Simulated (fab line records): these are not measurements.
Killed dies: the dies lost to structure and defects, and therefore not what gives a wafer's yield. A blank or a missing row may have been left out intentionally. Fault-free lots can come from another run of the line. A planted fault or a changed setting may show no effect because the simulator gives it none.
fab line records | flow sfq-line
[record] lots = 7 | wafers = 21 | last-day = 96
route steps=325 shown M7@292 I7@296
lots with no fault: from the same line, run without faults
start-h: the number of hours between the record's first day and the start of the first shown wafer of the lot | wait-h: hours from the lot's prior step to this one | " unchanged from the row above | L1.1+2: a row that stands for several wafers | - no value, or no start given | * or withheld: withheld | < > ~ a bound
route shown NAME@n: a module of which the file shows steps, and the number in the route of the first | usual: the fault-free wafers' mean and standard deviation | same: alike in all rows | chamber/n: place in a boat | sites: readings site by site | _std_site: standard deviation of those values | _edge_site: mean of outer sites minus mean of inner sites | radius-mm: how far each site lies from the wafer's centre | mask NAME#n: copy n | behind: tool/chamber where the wafer was last shaped | hold: reason for holding the lot/hours on hold/outcome of the hold | device: which transistor (n, p or np) failed to switch | end of line: the route-end tests of the same wafers | where a step has no rows: the recipe by itself | killed: not the wafer's yield, but the dies lost to structure and defects at the first sort | map: dies across one wafer; x = killed, . = not, _ = none there
set.NAME: the setting that was run; set.NAME@STEP: the one run at that earlier step | model.NAME: the simulator's own value behind a step, which no gauge read
a table for each step, a row for each wafer; lots at some steps of the route
services: from which hour (start-h, from the record's first day; less than 0 if before it) a tool's chamber was out of use, for how many hours, and why
[[steps]]
[step SFQ_TRILAYER_M7_BARC_OPEN_METAL_ETCH_229]
[recipe] mask-material = PR | chemistry = O2 | target-depth-nm = 125 | target = BARC | icp-w = 600 | bias-w = 80 | pressure-mtorr = 10 | time-s = 41.7
[usual] drypump-motor-current-A = 5.85/0.28 | oes-product-au = 0.685/0.0045
lot.wafer | tool         | chamber | start-h | wait-h | drypump-motor-current-A | oes-product-au | rf-hours-counter-h
L719.1    | rie-metal-01 | 0       | 2005.09 | 0.0    | 5.65                    | 0.691          | 67
L719.2    | "            | 1       | "       | "      | 5.87                    | 0.676          | 105
L719.3    | "            | 1       | "       | "      | 5.87                    | 0.691          | -
L720.2    | rie-metal-02 | 0       | 2008.69 | 0.0    | 5.48                    | 0.686          | 92
L720.3    | "            | 1       | "       | "      | 6.02                    | 0.689          | -
L720.5    | "            | 0       | "       | "      | 5.46                    | 0.685          | -
L722.2    | rie-metal-03 | 1       | 2015.89 | 0.0    | 5.81                    | 0.687          | 32
L722.5    | "            | 1       | "       | "      | 5.82                    | 0.685          | -
L722.6    | "            | 0       | "       | "      | 6.33                    | 0.688          | -
L730.2    | rie-metal-01 | 1       | 2098.43 | 0.0    | 5.90                    | 0.691          | 117
L730.4    | "            | 1       | "       | "      | 5.86                    | 0.675          | -
L730.5    | "            | 0       | "       | "      | 5.65                    | 0.688          | -
L731.1    | rie-metal-02 | 1       | 2099.75 | 0.0    | 6.01                    | 0.678          | 54
L731.2    | "            | 0       | "       | "      | 5.47                    | 0.685          | 101
L731.4    | "            | 1       | "       | "      | 6.01                    | 0.684          | -
L732.1    | rie-metal-01 | 0       | 2185.86 | 0.0    | 5.64                    | 0.684          | 86
L732.3    | "            | 0       | "       | "      | 5.63                    | 0.682          | -
L732.5    | "            | 0       | "       | "      | 5.64                    | 0.692          | -
L734.1    | rie-metal-02 | 1       | 2208.79 | 0.0    | 6.00                    | 0.678          | 66
L734.3    | "            | 1       | "       | "      | 6.00                    | 0.682          | -
L734.4    | "            | 0       | "       | "      | 5.50                    | 0.682          | -
[step SFQ_TRILAYER_M7_ETCH_METAL_ETCH_180]
[recipe] target = Nb | stop-on = SiO2 | mask-material = PR | chemistry = Cl2/Ar | target-depth-nm = 240 | icp-w = 600 | bias-w = 80 | pressure-mtorr = 10 | time-s = 120
[step SFQ_TRILAYER_M7_STRIP_STRIP_181]
[recipe] gas = O2 | power-w = 200 | platen-temp-c = 40 | overash-fraction = 0.65 | chemistry = O2 | pressure-mtorr = 50
[usual] drypump-motor-current-A = 5.85/0.28 | oes-product-au = 0.998/0.0087 | platen-temp-c = 39.99/0.1
lot.wafer | tool         | chamber | start-h | wait-h | drypump-motor-current-A | oes-product-au | platen-temp-c | rf-hours-counter-h
L719.1    | rie-metal-01 | 0       | 2005.28 | 0.1    | 5.60                    | 0.994          | 39.88         | 67
L719.2    | "            | 1       | "       | "      | 5.87                    | 1.009          | 39.94         | 105
L719.3    | "            | 1       | "       | "      | 5.88                    | 1.007          | 40.06         | -
L720.2    | rie-metal-02 | 0       | 2008.88 | 0.1    | 5.46                    | 1.000          | 39.94         | 92
L720.3    | "            | 1       | "       | "      | 6.00                    | 0.985          | 40.20         | -
L720.5    | "            | 0       | "       | "      | 5.46                    | 0.991          | 40.00         | -
L722.2    | rie-metal-03 | 1       | 2016.08 | 0.1    | 5.79                    | 0.994          | 39.96         | 32
L722.5    | "            | 1       | "       | "      | 5.81                    | 0.996          | 40.15         | -
L722.6    | "            | 0       | "       | "      | 6.34                    | 0.999          | 39.90         | -
L730.2    | rie-metal-01 | 1       | 2098.61 | 0.1    | 5.87                    | 1.014          | 40.12         | 117
L730.4    | "            | 1       | "       | "      | 5.86                    | 1.006          | 39.94         | -
L730.5    | "            | 0       | "       | "      | 5.62                    | 1.006          | 39.76         | -
L731.1    | rie-metal-02 | 1       | 2099.94 | 0.1    | 6.01                    | 0.993          | 39.88         | 54
L731.2    | "            | 0       | "       | "      | 5.47                    | 0.993          | 39.78         | 101
L731.4    | "            | 1       | "       | "      | 6.03                    | 0.992          | 39.96         | -
L732.1    | rie-metal-01 | 0       | 2186.23 | 0.2    | 5.62                    | 0.996          | 39.98         | 86
L732.3    | "            | 0       | "       | "      | 5.63                    | 1.012          | 39.93         | -
L732.5    | "            | 0       | "       | "      | 5.63                    | 1.002          | 39.97         | -
L734.1    | rie-metal-02 | 1       | 2208.97 | 0.1    | 5.99                    | 0.996          | 39.97         | 66
L734.3    | "            | 1       | "       | "      | 6.02                    | 0.998          | 40.06         | -
L734.4    | "            | 0       | "       | "      | 5.45                    | 0.995          | 40.03         | -
[step SFQ_TRILAYER_M7_STRIP_SOLV_CLEAN_182]
[recipe] chemistry = NMP | temp-c = 70 | time-s = 600
[step SFQ_TRILAYER_I7_DEP_PECVD_183]
[recipe] material = SiO2 | temp-c = 150 | time-s = 111.11 | pressure-torr = 2.4 | rf-w = 183.3 | precursor = SiH4/N2O | target-thk-nm = 500
[usual] heater-power-w = 82/12 | throttle-valve-pct = 24.5/1.3
lot.wafer | tool     | chamber | start-h | wait-h | heater-power-w | throttle-valve-pct
L719.1    | pecvd-03 | 2       | 2006.05 | 0.0    | 89             | 22.2
L719.2    | "        | 1       | "       | "      | 103            | 23.6
L719.3    | "        | 0       | "       | "      | 69             | 23.4
L720.2    | pecvd-03 | 2       | 2009.65 | 0.0    | 89             | 22.5
L720.3    | "        | 1       | "       | "      | 96             | 23.3
L720.5    | "        | 2       | "       | "      | 90             | 22.5
L722.2    | pecvd-01 | 2       | 2016.87 | 0.0    | 74             | 23.8
L722.5    | "        | 1       | "       | "      | 94             | 23.7
L722.6    | "        | 0       | "       | "      | 89             | 26.8
L730.2    | pecvd-01 | 2       | 2099.39 | 0.0    | 80             | 23.7
L730.4    | "        | 2       | "       | "      | 81             | 24.0
L730.5    | "        | 0       | "       | "      | 86             | 26.9
L731.1    | pecvd-02 | 0       | 2100.71 | 0.0    | 80             | 26.1
L731.2    | "        | 1       | "       | "      | 68             | 23.7
L731.4    | "        | 2       | "       | "      | 89             | 24.4
L732.1    | pecvd-01 | 0       | 2187.60 | 0.0    | 86             | 27.0
L732.3    | "        | 1       | "       | "      | 95             | 23.8
L732.5    | "        | 0       | "       | "      | 84             | 27.2
L734.1    | pecvd-02 | 2       | 2209.74 | 0.0    | 91             | 24.9
L734.3    | "        | 1       | "       | "      | 61             | 23.9
L734.4    | "        | 2       | "       | "      | 94             | 24.9
[step SFQ_TRILAYER_I7_CMP_CMP_184]
[recipe] material = SiO2 | down-force-psi = 3 | platen-rpm = 60 | pad-velocity-m-s = 0.94248
[usual] motor-current-A = 10.2/1 | time-to-endpoint-s = 214/7.1
lot.wafer | tool   | chamber | start-h | wait-h | motor-current-A | time-to-endpoint-s
L719.2    | cmp-02 | 2       | 2007.57 | 1.5    | 11.0            | 204
L719.1    | "      | 3       | "       | "      | 9.3             | 207
L719.3    | "      | 1       | 2009.07 | 3.0    | 12.4            | 204
L720.3    | cmp-01 | 2       | 2012.24 | 2.5    | 11.0            | 211
L720.2    | "      | 0       | 2013.24 | 3.5    | 9.9             | 224
L720.5    | "      | 3       | 2014.74 | 5.0    | 10.5            | 222
L722.2    | cmp-02 | 2       | 2022.57 | 5.7    | 11.0            | 216
L722.6    | "      | 2       | 2024.57 | 7.6    | 11.7            | 222
L722.5    | "      | 3       | "       | "      | 9.5             | 222
L730.4    | cmp-01 | 2       | 2099.47 | 0.0    | 10.5            | 218
L730.2    | "      | 1       | 2100.97 | 1.5    | 9.3             | 218
L730.5    | "      | 3       | 2101.97 | 2.5    | 10.5            | 218
L731.2    | cmp-01 | 0       | 2102.47 | 1.7    | 9.5             | 227
L731.1    | "      | 2       | 2103.47 | 2.7    | 10.4            | 221
L731.4    | "      | 3       | "       | "      | 10.5            | 223
L732.1    | cmp-02 | 2       | 2188.18 | 0.5    | 11.5            | 210
L732.3    | "      | 0       | 2189.18 | 1.5    | 8.6             | 218
L732.5    | "      | 1       | "       | "      | 11.5            | 216
L734.3    | cmp-02 | 2       | 2210.23 | 0.4    | 11.3            | 212
L734.4    | "      | 3       | "       | "      | 9.3             | 212
L734.1    | "      | 1       | 2211.73 | 1.9    | 11.6            | 206
[step SFQ_I7_BOW_MEAS_946]
[recipe] mode = bow
[usual] I7_BOW = 9/11
lot.wafer | tool          | chamber | start-h | wait-h | I7_BOW[um]
L719.1    | film-metro-02 | -       | 2010.57 | 2.0    | -11
L719.2    | "             | -       | "       | "      | 15
L719.3    | "             | -       | "       | "      | 4
L720.2    | film-metro-02 | -       | 2015.26 | 1.5    | 17
L720.3    | "             | -       | "       | "      | 0
L720.5    | "             | -       | "       | "      | 20
L722.2    | film-metro-01 | -       | 2025.59 | 2.5    | 4
L722.5    | "             | -       | "       | "      | 6
L722.6    | "             | -       | "       | "      | 5
L730.2    | film-metro-04 | -       | 2102.49 | 1.0    | 10
L730.4    | "             | -       | "       | "      | -1
L730.5    | "             | -       | "       | "      | 1
L731.1    | film-metro-02 | -       | 2105.47 | 1.5    | 1
L731.2    | "             | -       | "       | "      | 18
L731.4    | "             | -       | "       | "      | 7
L732.1    | film-metro-04 | -       | 2190.68 | 2.0    | 24
L732.3    | "             | -       | "       | "      | 24
L732.5    | "             | -       | "       | "      | 13
L734.1    | film-metro-01 | -       | 2213.23 | 1.0    | 6
L734.3    | "             | -       | "       | "      | 14
L734.4    | "             | -       | "       | "      | -8
[step SFQ_TRILAYER_I7_METRO_MEASURE_185]
[usual] thk-nm = 203.4/1
lot.wafer | tool          | chamber | start-h | wait-h | thk-nm
L719.1    | film-metro-02 | -       | 2010.69 | 0.1    | 202.5
L719.2    | "             | -       | "       | "      | 202.3
L719.3    | "             | -       | "       | "      | 202.3
L720.2    | film-metro-02 | -       | 2015.56 | 0.3    | 203.9
L720.3    | "             | -       | "       | "      | 204.5
L720.5    | "             | -       | "       | "      | 203.7
L722.2    | film-metro-01 | -       | 2025.89 | 0.3    | 203.0
L722.5    | "             | -       | "       | "      | 202.1
L722.6    | "             | -       | "       | "      | 202.5
L730.2    | film-metro-04 | -       | 2102.79 | 0.3    | 204.3
L730.4    | "             | -       | "       | "      | 205.1
L730.5    | "             | -       | "       | "      | 203.2
L731.1    | film-metro-02 | -       | 2105.59 | 0.1    | 205.3
L731.2    | "             | -       | "       | "      | 205.4
L731.4    | "             | -       | "       | "      | 204.5
L732.1    | film-metro-04 | -       | 2190.80 | 0.1    | 202.6
L732.3    | "             | -       | "       | "      | 203.9
L732.5    | "             | -       | "       | "      | 203.0
L734.1    | film-metro-01 | -       | 2213.35 | 0.1    | 203.6
L734.3    | "             | -       | "       | "      | 202.5
L734.4    | "             | -       | "       | "      | 203.5
[step SFQ_TRILAYER_I7_VIA_LITHO_COAT_192]
[recipe] resist = BARC | spin-rpm = 3000 | resist-thk-nm = 62
[step SFQ_TRILAYER_I7_VIA_LITHO_COAT_187]
[recipe] resist = KrF | spin-rpm = 3000 | resist-thk-nm = 650
[step SFQ_TRILAYER_I7_VIA_LITHO_SOFTBAKE_191]
[recipe] temp-c = withheld | time-s = withheld | resist = KrF
[step SFQ_TRILAYER_I7_VIA_LITHO_EXPOSE_188]
[recipe] mask-id = I7 | na = 0.6 | source-shape = conventional | sigma-outer = 0.65 | target-cd-nm = 1000 | dose-mj = 21.3
[step SFQ_TRILAYER_I7_VIA_LITHO_PEB_190]
[recipe] peb-temp-c = 115 | peb-time-s = 60 | resist = KrF
[usual] chill-plate-temp-C = 23.01/0.1 | exhaust-pa = 45.1/0.93
lot.wafer | tool           | chamber | start-h | wait-h | chill-plate-temp-C | exhaust-pa
L719.1    | litho-track-03 | 0       | 2118.62 | 1.0    | 23.09              | 46.4
L719.2    | "              | 0       | "       | "      | 23.08              | 46.6
L719.3    | "              | 0       | "       | "      | 23.09              | 45.0
L720.2    | litho-track-02 | 0       | 2122.24 | 0.8    | 22.90              | 44.5
L720.3    | "              | 0       | "       | "      | 22.79              | 44.5
L720.5    | "              | 0       | "       | "      | 22.88              | 44.0
L722.2    | litho-track-02 | 0       | 2129.44 | 0.8    | 22.92              | 45.5
L722.5    | "              | 0       | "       | "      | 23.06              | 44.4
L722.6    | "              | 0       | "       | "      | 23.01              | 45.2
L730.2    | litho-track-03 | -       | 2164.43 | 0.8    | -                  | -
L730.4    | "              | -       | "       | "      | -                  | -
L730.5    | "              | -       | "       | "      | -                  | -
L731.1    | litho-track-02 | -       | 2165.60 | 1.0    | -                  | -
L731.2    | "              | -       | "       | "      | -                  | -
L731.4    | "              | -       | "       | "      | -                  | -
L732.1    | litho-track-03 | -       | 2193.95 | 1.0    | -                  | -
L732.3    | "              | -       | "       | "      | -                  | -
L732.5    | "              | -       | "       | "      | -                  | -
L734.1    | litho-track-02 | 0       | 2219.92 | 1.0    | 23.09              | 45.9
L734.3    | "              | 0       | "       | "      | 23.06              | 46.0
L734.4    | "              | 0       | "       | "      | 22.97              | 46.4
[step SFQ_TRILAYER_I7_VIA_LITHO_DEVELOP_189]
[recipe] time-s = 60 | resist = KrF
[[services]]
tool          | chamber | start-h | hours | kind
cmp-01        | -       | 1986.12 | 8.1   | pm
pecvd-03      | 1       | 1991.29 | 4.6   | repair
film-metro-02 | -       | 2019.23 | 1.8   | pm
rie-metal-02  | -       | 2021.83 | 0.3   | repair
cmp-01        | -       | 2028.58 | 1.4   | repair
pecvd-02      | 1       | 2038.42 | 9.0   | repair
film-metro-01 | -       | 2046.70 | 0.8   | pm
pecvd-01      | -       | 2047.87 | 0.8   | repair
pecvd-01      | -       | 2078.19 | 1.1   | repair
cmp-02        | -       | 2091.02 | 1.1   | repair
pecvd-03      | -       | 2092.18 | 28.1  | pm
pecvd-02      | 0       | 2093.09 | 4.7   | repair
film-metro-01 | -       | 2107.45 | 1.8   | pm
cmp-01        | -       | 2111.09 | 4.0   | pm
film-metro-04 | -       | 2113.49 | 0.5   | pm
rie-metal-03  | 1       | 2113.97 | 4.0   | repair
pecvd-01      | 1       | 2114.87 | 5.6   | repair
film-metro-02 | -       | 2146.96 | 0.5   | pm
cmp-01        | -       | 2149.73 | 0.2   | repair
film-metro-02 | -       | 2156.51 | 1.9   | pm
pecvd-01      | -       | 2165.88 | 0.2   | repair
pecvd-01      | 2       | 2179.73 | 5.0   | repair
cmp-02        | -       | 2193.60 | 4.6   | pm
cmp-01        | -       | 2197.56 | 0.3   | repair
[[key]]
[first-sign] step = SFQ_TRILAYER_I7_VIA_LITHO_PEB_190 | reading = tool-record | direction = missing
effect none on later readings
met-at SFQ_TRILAYER_I7_VIA_LITHO_PEB_190
struck-wafers L730.2,L730.4,L730.5,L731.1,L731.2,L731.4,L732.1,L732.3,L732.5
onset-between 2129.44 2164.43
[fault] kind = skipped-step-whole | tool = litho-track-02,litho-track-03 | chamber = - | onset-h = 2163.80 | steps = SFQ_TRILAYER_I7_VIA_LITHO_PEB_190 | scope = struck-lots-only
